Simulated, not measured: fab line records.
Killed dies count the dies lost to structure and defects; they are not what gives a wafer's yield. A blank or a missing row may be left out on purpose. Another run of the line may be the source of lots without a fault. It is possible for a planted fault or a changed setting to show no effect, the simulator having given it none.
Code-filled problem report in 8D (eight disciplines) form    flow sfq line    the parts of the form that need people (team, actions taken, sign-off) are left out

1. WHAT WENT WRONG
At SFQ_TRILAYER_JJ_TRILAYER_DEP_SPUTTER_109, chamber pressure pa averages 0.14668 Pa over 4 wafers from 2 lots, while fault-free wafers read 0.13331 Pa, standard deviation 0.00026. That is +51 standard deviations from the usual mean.
The step: material Nb, target thk 150 nm, time 100 s.
First observed at day 57 21:53: wafer L390.4, on pvd sputter-03. The record has a number at this step for 18 wafers belonging to 6 lots. Rule for "out", or "out of limits": more than 4 standard deviations from the usual mean. The rest of the wafers with a number are treated as sound.

2. WHAT IT IS, AND WHAT IT ISN'T
question                     is                              is not
which readings at this step  chamber pressure pa             base pressure pa, throttle valve pct
which lots                   L390, L394                      L387, L397, L399, L401
which wafers of those lots   L390.4, L390.6, L394.4, L394.6  L390.2, L394.5
read on which tools          pvd sputter-03                  pvd sputter-05
when                         from day 57 21:53               up to then (4 sound wafers); but 10 sound wafers of L394, L397, L399, L401 came after

3. THE SUSPECTS, EACH WITH WHAT RULES IT OUT
Counting: if a tool at a process step up to the reading ran every lot that is out, it stays a suspect. Sound lots after the first of them don't rule it out here, since some wafers of a struck lot are sound.
- rie metal-03 at SFQ_TRILAYER_I4_VIA_STRIP_STRIP_107 (strips in O2): kept. It ran every lot that is out, first L390 (day 57 21:05).
- pvd sputter-03 at SFQ_TRILAYER_JJ_TRILAYER_DEP_SPUTTER_109 (material Nb, target thk 150 nm, time 100 s): kept. It ran every lot that is out, first L390 (day 57 21:53). Its own chamber pressure pa readings are out on those wafers.
- At SFQ_TRILAYER_I4_VIA_STRIP_STRIP_107 on rie metal-03, chamber 1 took the sound wafers of the same lots and chamber 0 took the wafers that are out.
Left after counting: rie metal-03 at SFQ_TRILAYER_I4_VIA_STRIP_STRIP_107, pvd sputter-03 at SFQ_TRILAYER_JJ_TRILAYER_DEP_SPUTTER_109.

4. THE CAUSE (what the simulator had put in)
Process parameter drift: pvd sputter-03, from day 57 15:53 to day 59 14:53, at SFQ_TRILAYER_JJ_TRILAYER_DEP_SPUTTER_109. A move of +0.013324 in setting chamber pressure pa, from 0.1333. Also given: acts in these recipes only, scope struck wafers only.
After counting, 2 suspects remain, this tool included.

5. SEQUENCE OF EFFECTS, ordered by route
Each row: a reading where the mean over the struck wafers with a number is more than 3 standard deviations away from the usual. Readings are gone through only where the record gives a usual standard deviation; hours: the median, over the lots, of the time from a lot's start at the first step in this table giving one to that lot's start at this step; sigmas: the change measured in usual standard deviations.
hours  step                                      reading              usual       on struck wafers  change    sigmas
0      SFQ_TRILAYER_JJ_TRILAYER_DEP_SPUTTER_109  chamber pressure pa  0.13331 Pa  0.14668           +0.01337  +51
Process steps it contains:
- SFQ_TRILAYER_JJ_TRILAYER_DEP_SPUTTER_109: material Nb, target thk 150 nm, time 100 s.

6. HOW IT WOULD HAVE BEEN CAUGHT EARLIER
In this record no reading fell out of limits until day 57 21:53, 6 hours after the fault had begun at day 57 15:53.
